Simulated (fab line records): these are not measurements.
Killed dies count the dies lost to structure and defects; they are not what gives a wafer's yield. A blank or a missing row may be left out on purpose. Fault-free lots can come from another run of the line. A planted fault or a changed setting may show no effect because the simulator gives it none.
fab line records	flow sky130
[record] lots = 12	wafers = 36	last_day = 51
route steps=708 shown VIA3@587 VIA4@658 METAL5@666 PAD_OPEN@704
lots with no fault: from the same line, run without faults
start_h: start of the lot's first displayed wafer, in hours after the record's first day	wait_h: time in hours since the lot's previous step	" identical to the entry in the row above	L1.1+2: one row covering several wafers at once	- no value, or no start was given	* or withheld: withheld	< > ~ a bound
route shown NAME@n: a module of which the file shows steps, and the number in the route of the first	usual: the fault-free wafers' mean and standard deviation	same: alike in all rows	chamber/n: place in a boat	sites: the reading at each site	_std_site: their standard deviation	_edge_site: outer sites' mean less inner sites'	radius_mm: for every site, how far away it sits from the centre of the wafer	mask NAME#n: copy n	behind: the last tool/chamber to shape the wafer	hold: cause of the lot's hold/its duration in hours/its outcome	device: which transistor (n, p or np) failed to switch	end of line: at the end of the route, the tests of the same wafers	where a step has no rows: the recipe by itself	killed: dies lost to structure and defects at the first sort, not the wafer's yield	map: a wafer's dies, marking killed ones x, the rest . and places with no die _
set.NAME: the run value of the setting; set.NAME@STEP: its run value at that earlier step	model.NAME: the simulator's own value behind a step, which no gauge read
the route's steps for a sample of lots (tables are steps, rows are wafers)
services: a tool's chamber out of use, with start hour (start_h, from the record's first day; less than 0 if before it), hours out, and reason
[[steps]]
[step SKY_VIA3_ETCH_14]
[recipe] chemistry = N2/H2	target = BARC	ion_energy_ev = 200	source_w = 500	bias_w = 100	pressure_mtorr = 30	n2_flow_sccm = 100	h2_flow_sccm = 200	stop_on = SiO2	time_s = 45.9	target_depth_a = 600
[usual] drypump_motor_current_A = 6.0/0.34	oes_product_au = 0.855/0.0047	throttle_valve_pct = 13.226/0.0089
lot.wafer	tool	chamber	start_h	wait_h	drypump_motor_current_A	oes_product_au	rf_hours_counter_h	throttle_valve_pct
L492.1	rie_diel-01	2	959.89	0.0	6.0	0.854	21	13.228
L492.3	"	1	"	"	6.1	0.860	17	13.228
L492.6	"	1	"	"	6.1	0.858	-	13.233
L498.1	rie_diel-02	2	1000.70	0.0	6.6	0.850	2	13.230
L498.4	"	1	"	"	5.5	0.852	21	13.224
L498.5	"	3	"	"	6.2	0.847	-	13.232
L501.1	rie_diel-01	3	1021.45	0.0	6.2	0.852	30	13.226
L501.4	"	0	"	"	5.9	0.851	19	13.224
L501.6	"	3	"	"	6.2	0.862	-	13.215
L502.3	rie_diel-02	3	1024.20	0.0	6.2	0.848	13	13.229
L502.4	"	3	"	"	6.2	0.860	-	13.226
L502.6	"	2	"	"	6.6	0.861	-	13.216
L504.2	rie_diel-02	2	1045.42	0.0	6.7	0.863	4	13.225
L504.5	"	1	"	"	5.4	0.856	-	13.212
L504.6	"	0	"	"	6.0	0.859	-	13.223
L506.3	rie_diel-01	0	1046.92	0.0	5.9	0.854	20	13.233
L506.4	"	3	"	"	6.2	0.855	31	13.231
L506.6	"	1	"	"	6.2	0.853	-	13.219
L507.2	rie_diel-02	2	1053.82	0.0	6.6	0.860	4	13.216
L507.3	"	3	"	"	6.2	0.849	14	13.224
L507.5	"	3	"	"	6.2	0.853	-	13.223
L508.1	rie_diel-01	1	1056.70	0.0	6.1	0.860	20	13.226
L508.4	"	2	"	"	6.0	0.858	24	13.240
L508.5	"	3	"	"	6.2	0.855	-	13.230
L511.2	rie_diel-02	3	1073.87	0.0	6.3	0.861	15	13.233
L511.3	"	2	"	"	6.7	0.856	5	13.239
L511.6	"	0	"	"	6.0	0.862	-	13.231
L512.3	rie_diel-01	2	1078.37	0.0	6.0	0.853	25	13.214
L512.4	"	1	"	"	6.2	0.854	21	13.228
L512.5	"	1	"	"	6.1	0.849	-	13.222
L513.1	rie_diel-04	3	1088.00	0.0	5.3	0.854	19	13.224
L513.2	"	2	"	"	5.5	0.852	20	13.226
L513.4	"	1	"	"	6.4	0.854	16	13.233
L514.4	rie_diel-01	3	1097.47	0.0	6.2	0.857	-	13.231
L514.5	"	1	"	"	6.2	0.849	-	13.230
L514.6	"	3	"	"	6.2	0.857	-	13.236
[step SKY_VIA4_RS_MEAS_19]
[recipe] thk_meas_gauge = four-point-probe	reads = W_of_VIA4_CVD_18+TiN_of_VIA4_SPUTTER_17
[usual] VIA4_W_RS = 0.2267/0.0028
lot.wafer	tool	chamber	start_h	wait_h	VIA4_W_RS[ohm/sq]
L492.1	film_metro-03	-	1037.14	0.1	0.2324
L492.3	"	-	"	"	0.2287
L492.6	"	-	"	"	0.2259
L498.1	film_metro-02	-	1075.88	0.1	0.2250
L498.4	"	-	"	"	0.2240
L498.5	"	-	"	"	0.2240
L501.1	film_metro-01	-	1095.40	0.1	0.2283
L501.4	"	-	"	"	0.2293
L501.6	"	-	"	"	0.2281
L502.3	film_metro-01	-	1097.94	0.1	0.2257
L502.4	"	-	"	"	0.2297
L502.6	"	-	"	"	0.2275
L504.2	film_metro-03	-	1115.47	0.1	0.2254
L504.5	"	-	"	"	0.2237
L504.6	"	-	"	"	0.2279
L506.3	film_metro-01	-	1116.65	0.1	0.2343
L506.4	"	-	"	"	0.2308
L506.6	"	-	"	"	0.2288
L507.2	film_metro-03	-	1122.44	0.1	0.2257
L507.3	"	-	"	"	0.2274
L507.5	"	-	"	"	0.2249
L508.1	film_metro-01	-	1125.41	0.1	0.2263
L508.4	"	-	"	"	0.2286
L508.5	"	-	"	"	0.2285
L511.2	film_metro-01	-	1141.93	0.1	0.2297
L511.3	"	-	"	"	0.2294
L511.6	"	-	"	"	0.2271
L512.3	film_metro-03	-	1144.67	0.1	0.2280
L512.4	"	-	"	"	0.2246
L512.5	"	-	"	"	0.2240
L513.1	film_metro-01	-	1153.35	0.1	0.2251
L513.2	"	-	"	"	0.2240
L513.4	"	-	"	"	0.2242
L514.4	film_metro-03	-	1162.55	0.1	0.2308
L514.5	"	-	"	"	0.2280
L514.6	"	-	"	"	0.2263
[step SKY_METAL5_RS_MEAS_05]
[recipe] thk_meas_gauge = four-point-probe	reads = TiN_of_METAL5_SPUTTER_04+Ti_of_METAL5_SPUTTER_03+AlCu_of_METAL5_SPUTTER_02+TiN_of_METAL5_SPUTTER_01+Ti_of_METAL5_SPUTTER_00
[usual] METAL5_ALCU_RS = 0.02705/0.00028
lot.wafer	tool	chamber	start_h	wait_h	METAL5_ALCU_RS[ohm/sq]
L492.1	film_metro-04	-	1037.79	0.0	0.02723
L492.3	"	-	"	"	0.02707
L492.6	"	-	"	"	0.02715
L498.1	film_metro-01	-	1076.53	0.0	0.02698
L498.4	"	-	"	"	0.0268
L498.5	"	-	"	"	0.02679
L501.1	film_metro-04	-	1096.05	0.0	0.02703
L501.4	"	-	"	"	0.02743
L501.6	"	-	"	"	0.02742
L502.3	film_metro-03	-	1098.60	0.1	0.02668
L502.4	"	-	"	"	0.02685
L502.6	"	-	"	"	0.02665
L504.2	film_metro-04	-	1116.12	0.0	0.0269
L504.5	"	-	"	"	0.02732
L504.6	"	-	"	"	0.02691
L506.3	film_metro-01	-	1117.29	0.1	0.02679
L506.4	"	-	"	"	0.02703
L506.6	"	-	"	"	0.02678
L507.2	film_metro-03	-	1123.08	0.0	0.0273
L507.3	"	-	"	"	0.02722
L507.5	"	-	"	"	0.02722
L508.1	film_metro-01	-	1126.05	0.0	0.02662
L508.4	"	-	"	"	0.02686
L508.5	"	-	"	"	0.02682
L511.2	film_metro-03	-	1142.93	0.0	0.02732
L511.3	"	-	"	"	0.02716
L511.6	"	-	"	"	0.02732
L512.3	film_metro-03	-	1145.32	0.1	0.02763
L512.4	"	-	"	"	0.02755
L512.5	"	-	"	"	0.02764
L513.1	film_metro-03	-	1153.99	0.0	0.02723
L513.2	"	-	"	"	0.02706
L513.4	"	-	"	"	0.02668
L514.4	film_metro-04	-	1163.92	0.1	0.02693
L514.5	"	-	"	"	0.02675
L514.6	"	-	"	"	0.02667
[step SKY_PAD_OPEN_CLEAN_10]
[recipe] chemistry = IPA	time_s = 180	temp_c = 25
lot.wafer	tool	chamber	start_h	wait_h
L492.1+3+6	wet_bench-03	3	1104.25	0.0
L498.1+4+5	wet_bench-03	1	1140.69	0.0
L501.1+4+6	wet_bench-03	3	1157.56	0.0
L502.3+4+6	wet_bench-03	2	1161.04	0.0
L504.2+5+6	wet_bench-01	3	1176.77	0.1
L506.3+4+6	wet_bench-01	3	1176.77	0.0
L507.2+3+5	wet_bench-02	2	1181.69	0.0
L508.1+4+5	wet_bench-02	2	1183.89	0.0
L511.2+3+6	wet_bench-02	1	1196.21	0.0
L512.3+4+5	wet_bench-01	2	1200.47	0.0
L513.1+2+4	wet_bench-01	0	1206.94	0.0
L514.4+5+6	wet_bench-01	0	1215.24	0.1
[step SKY_PAD_OPEN_PROBE_99]
[usual] defect_limited_yield = 82.6/2	killed_at_M0_to_M3 = 42/6.7	killed_at_M4_up = 3.0/1.9	killed_at_contacts = 24/5.3	killed_at_front_end = 16/4.3	killed_at_other = 0.4/0.71	killed_dies = 85/9.6	killed_open = 46/6.5	killed_short = 39/6.7	sort_bin_3_pad_short = 0.9/0.46	sort_bin_5_function = 10.3/1.3	sort_bin_6_memory = 6.2/1.1	sort_n_pass = 407/9.6	sort_yield_pct = 82.6/2
[same] gross_dies = 492	killed_at_back_side = 0	sort_bin_4_leakage[%] = 0	sort_bin_8_speed[%] = 0
lot.wafer	tool	chamber	start_h	wait_h	defect_limited_yield[%]	killed_at_M0_to_M3	killed_at_M4_up	killed_at_contacts	killed_at_front_end	killed_at_other	killed_dies	killed_open	killed_short	sort_bin_3_pad_short[%]	sort_bin_5_function[%]	sort_bin_6_memory[%]	sort_n_pass	sort_yield_pct[%]
L498.1	prober-01	-	1142.46	0.1	71.1	31	3	27	13	68	142	40	35	3.7	19.1	6.1	350	71.1
L498.4	prober-01	-	1142.61	0.2	73.2	27	1	23	15	66	132	41	25	5.3	15.9	5.7	360	73.2
L498.5	prober-01	-	1142.66	0.2	72.4	29	4	22	13	68	136	37	31	4.9	18.3	4.5	356	72.4
L501.1	prober-02	-	1159.34	0.1	74.0	54	2	16	15	41	128	49	39	3.7	12.4	10.0	364	74.0
L501.4	prober-02	-	1159.49	0.2	76.8	48	1	13	10	42	114	43	28	3.3	13.6	6.3	378	76.8
L501.6	prober-02	-	1159.59	0.2	73.6	42	3	22	19	44	130	41	44	5.1	13.2	8.1	362	73.6
L502.3	prober-01	-	1162.91	0.2	73.8	43	7	26	20	33	129	56	40	2.8	16.7	6.7	363	73.8
L502.4	prober-01	-	1162.96	0.2	78.0	40	2	21	13	32	108	37	39	3.3	10.8	7.9	384	78.0
L502.6	prober-01	-	1163.06	0.2	77.4	43	5	22	10	31	111	38	42	3.5	13.0	6.1	381	77.4
L508.1	prober-01	-	1185.68	0.1	81.7	42	5	28	15	0	90	52	38	0.8	9.6	7.9	402	81.7
L508.4	prober-01	-	1185.83	0.2	81.9	41	4	24	20	0	89	56	33	0.8	10.4	6.9	403	81.9
L508.5	prober-01	-	1185.88	0.2	82.7	43	2	19	21	0	85	53	29	0.4	10.2	6.7	407	82.7
// killed by level:class
L498.1 PAD_OPEN:unspecified=67 VIA2:geometric_particle:open=9 CONTACT:geometric_particle:open=8 POLY_GATE:geometric_particle:open=6 CONTACT:geometric_particle:short=6 METAL2:geometric_particle:short=6 VIA1:geometric_particle:open=5 LI_CONTACT:geometric_particle:short=4
L498.4 PAD_OPEN:unspecified=66 CONTACT:geometric_particle:open=8 VIA1:geometric_particle:open=8 VIA3:geometric_particle:open=6 FIELD_ISO:geometric_particle:open=5 LI_CONTACT:geometric_particle:open=5 CONTACT:geometric_particle:short=5 FIELD_ISO:geometric_particle:short=4
L498.5 PAD_OPEN:unspecified=68 VIA1:geometric_particle:open=10 LI_CONTACT:geometric_particle:open=8 CONTACT:geometric_particle:open=7 METAL1:geometric_particle:short=6 CONTACT:geometric_particle:short=4 VIA1:geometric_particle:short=4 METAL2:geometric_particle:short=4
L501.1 PAD_OPEN:unspecified=40 VIA1:geometric_particle:open=19 VIA1:geometric_particle:short=9 METAL2:geometric_particle:short=7 VIA2:geometric_particle:open=6 FIELD_ISO:geometric_particle:short=5 METAL1:geometric_particle:short=5 CONTACT:geometric_particle:short=4
L501.4 PAD_OPEN:unspecified=42 VIA1:geometric_particle:open=9 VIA2:geometric_particle:open=8 CONTACT:geometric_particle:open=7 VIA1:geometric_particle:short=6 METAL2:geometric_particle:open=6 METAL2:geometric_particle:short=5 VIA2:geometric_particle:short=4
L501.6 PAD_OPEN:unspecified=44 METAL2:geometric_particle:short=9 CONTACT:geometric_particle:open=9 VIA1:geometric_particle:short=7 VIA3:geometric_particle:open=6 LI_CONTACT:geometric_particle:open=5 VIA1:geometric_particle:open=5 FIELD_ISO:geometric_particle:open=4
L502.3 PAD_OPEN:unspecified=33 LI_CONTACT:geometric_particle:open=10 VIA1:geometric_particle:open=10 VIA3:geometric_particle:open=8 CONTACT:geometric_particle:open=8 VIA1:geometric_particle:short=7 POLY_GATE:geometric_particle:short=6 VIA2:geometric_particle:open=5
L502.4 PAD_OPEN:unspecified=32 VIA1:geometric_particle:open=11 METAL1:geometric_particle:short=6 LOCAL_INTERCONNECT:geometric_particle:short=6 CONTACT:geometric_particle:open=6 LI_CONTACT:geometric_particle:open=5 VIA2:geometric_particle:open=5 VIA3:geometric_particle:open=4
L502.6 PAD_OPEN:unspecified=31 VIA1:geometric_particle:open=10 METAL1:geometric_particle:short=8 CONTACT:geometric_particle:open=7 CONTACT:geometric_particle:short=6 VIA2:geometric_particle:open=6 LI_CONTACT:geometric_particle:open=5 METAL2:geometric_particle:short=5
L508.1 CONTACT:geometric_particle:open=16 VIA3:geometric_particle:open=9 METAL2:geometric_particle:short=7 VIA1:geometric_particle:open=7 POLY_GATE:geometric_particle:open=5 VIA1:geometric_particle:short=5 CONTACT:geometric_particle:short=5 METAL1:geometric_particle:short=5
L508.4 VIA1:geometric_particle:open=14 FIELD_ISO:geometric_particle:open=9 LI_CONTACT:geometric_particle:open=7 CONTACT:geometric_particle:open=7 METAL2:geometric_particle:short=7 VIA3:geometric_particle:open=6 VIA2:geometric_particle:open=5 POLY_GATE:geometric_particle:open=4
L508.5 VIA1:geometric_particle:open=12 VIA3:geometric_particle:open=9 FIELD_ISO:geometric_particle:open=8 CONTACT:geometric_particle:open=7 VIA1:geometric_particle:short=6 POLY_GATE:geometric_particle:open=5 METAL3:geometric_particle:short=5 VIA2:geometric_particle:open=5
[[services]]
tool	chamber	start_h	hours	kind
wet_bench-03	-	970.09	1.0	repair
rie_diel-01	2	977.09	2.0	repair
wet_bench-01	-	984.55	1.9	pm
rie_diel-02	0	1019.63	-	clean
rie_diel-02	0	1019.63	18.3	scheduled_down
rie_diel-02	0	1019.63	18.3	vent_cycle
rie_diel-04	-	1034.66	2.8	pm
wet_bench-03	-	1070.24	2.1	repair
rie_diel-01	-	1089.83	0.3	repair
rie_diel-01	2	1094.04	21.1	repair
rie_diel-01	0	1096.36	13.9	repair
rie_diel-01	1	1102.94	4.5	repair
rie_diel-02	1	1103.12	4.8	repair
rie_diel-01	3	1115.16	-	clean
rie_diel-01	3	1115.16	24.0	scheduled_down
rie_diel-01	3	1115.16	24.0	vent_cycle
wet_bench-03	-	1145.04	1.8	repair
rie_diel-04	0	1170.11	2.4	repair
rie_diel-02	3	1174.48	14.0	repair
rie_diel-01	3	1201.56	3.8	repair
[[key]]
[first_sign] step = SKY_PAD_OPEN_PROBE_99	reading = killed_at_other	direction = up	sigmas = 47	usual = 0.4	struck = 47.2
[effect] step = SKY_PAD_OPEN_PROBE_99	reading = sort_bin_3_pad_short	direction = up	sigmas = 6.6	usual = 0.9	struck = 3.9
met_at SKY_PAD_OPEN_CLEAN_10
struck_lots L498,L501,L502
not_acting_at SKY_VIA3_ETCH_14,SKY_VIA4_RS_MEAS_19,SKY_METAL5_RS_MEAS_05
onset_between 1104.25 1140.69
[fault] kind = chamber_particle_source	tool = wet_bench-03	chamber = -	onset_h = 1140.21	steps = SKY_PAD_OPEN_CLEAN_10	rate_per_visit_cm2 = 2.0165	end_h = 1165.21
